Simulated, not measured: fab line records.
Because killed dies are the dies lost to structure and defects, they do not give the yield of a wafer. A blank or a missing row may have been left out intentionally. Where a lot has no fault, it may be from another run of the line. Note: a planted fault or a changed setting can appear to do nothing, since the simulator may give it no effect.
Split-lot experiment    flow sky130    5 lots, 23 wafers read, on a route of 708 steps

THE SPLIT ITSELF
At SKY_LI_CONTACT_COAT_07 (resist thk 450 nm), the setting resist thk nm was moved away from the recipe's 450 nm on 7 of the 23 wafers read, by +1.7% to +5.3%. All remaining wafers had this setting at the recipe value.

The split's own step is where the reading is taken.

THE READING
KrF-thick_of_LI_CONTACT_COAT_07.thk nm (the simulator's own value, which no gauge read), in nm, at SKY_LI_CONTACT_COAT_07 (resist thk 450 nm). No usual value for it is given in the file. Here, 16 wafers ran the recipe; their average is 450.1 nm with a standard deviation of 1.5 nm.

wafer   tool, chamber at the split  resist thk nm as run, nm  against the recipe  KrF-thick_of_LI_CONTACT_COAT_07.thk nm, nm  against lot-mates on the recipe
L076.1  litho track-01, 0           473.9                     +5.3%               471.9                                       +21.8
L076.2  litho track-01, 0           473.9                     +5.3%               472.1                                       +22.0
L076.3  litho track-01, 0           450                       recipe              451.1                                       -
L076.5  litho track-01, 0           473.9                     +5.3%               473.4                                       +23.2
L076.6  litho track-01, 0           450                       recipe              449.2                                       -
L077.2  litho track-01, 0           450                       recipe              451                                         -
L077.3  litho track-01, 0           459.1                     +2.0%               461.9                                       +10.2
L077.4  litho track-01, 0           459.1                     +2.0%               461.6                                       +9.9
L077.5  litho track-01, 0           450                       recipe              451.9                                       -
L077.6  litho track-01, 0           450                       recipe              452.3                                       -
L079.2  litho track-03, 0           450                       recipe              448.8                                       -
L079.3  litho track-03, 0           450                       recipe              448.1                                       -
L079.4  litho track-03, 0           450                       recipe              450.2                                       -
L079.5  litho track-03, 0           450                       recipe              449.9                                       -
L079.6  litho track-03, 0           450                       recipe              449.7                                       -
L081.2  litho track-02, 0           450                       recipe              448.8                                       -
L081.4  litho track-02, 0           450                       recipe              447.5                                       -
L081.6  litho track-02, 0           450                       recipe              448.9                                       -
L085.1  litho track-02, 0           450                       recipe              452                                         -
L085.2  litho track-02, 0           457.5                     +1.7%               458.4                                       +6.7
L085.4  litho track-02, 0           457.5                     +1.7%               457                                         +5.3
L085.5  litho track-02, 0           450                       recipe              451.4                                       -
L085.6  litho track-02, 0           450                       recipe              451.6                                       -

THE FIT
A straight line over all 23 wafers: KrF-thick_of_LI_CONTACT_COAT_07.thk nm changes by +4.3 nm for each +1% of resist thk nm; r = +0.98; the points scatter about the line by 1.6 nm.
The same after taking each lot's own level away (the mean of its wafers on the recipe; 23 wafers): +4.23 nm for each +1%; r = +0.99; scatter 0.87 nm.
On that fit, the largest move of resist thk nm shifts the reading by 22 nm.
From 448.40 to 451.73 nm: that is the span of the lots' own levels, equal to 2.3 times the standard deviation above.
Hence the lot-to-lot level has little effect on the slope; both slopes agree.
Check: with one of the wafers moved furthest among these (+5.3%) left out of the fit, the line predicts +22.8 nm for it against its lot-mates. It came out at +21.8 nm against them.

THESE WAFERS: OTHER SPLITS
Before the reading, these wafers also passed through other splits. Each is held against what the fit with the lots' levels taken away leaves over:
other split on the same wafers      wafers away from the commonest value  r with KrF-thick_of_LI_CONTACT_COAT_07.thk nm (lot level and that fit taken away)
SKY_POLY_GATE_EXPOSE_10 dose mj     10                                    +0.00
SKY_POLY_GATE_ETCH_15 time s        10                                    +0.08
SKY_LDD_N_IMPLANT_09 energy kev     5                                     +0.02
SKY_LDD_P_EXPOSE_04 dose mj         8                                     -0.23
SKY_SD_P_SOFTBAKE_03 temp c         7                                     -0.20
SKY_RES_XHIGH_IMPLANT_07 dose cm2   6                                     +0.50
SKY_SD_N_DEVELOP_06 develop time s  7                                     -0.05

FILE'S OWN FIT
KrF-thick_of_LI_CONTACT_COAT_07.thk nm changes by +4.25 nm for each +1% of resist thk nm, r = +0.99.
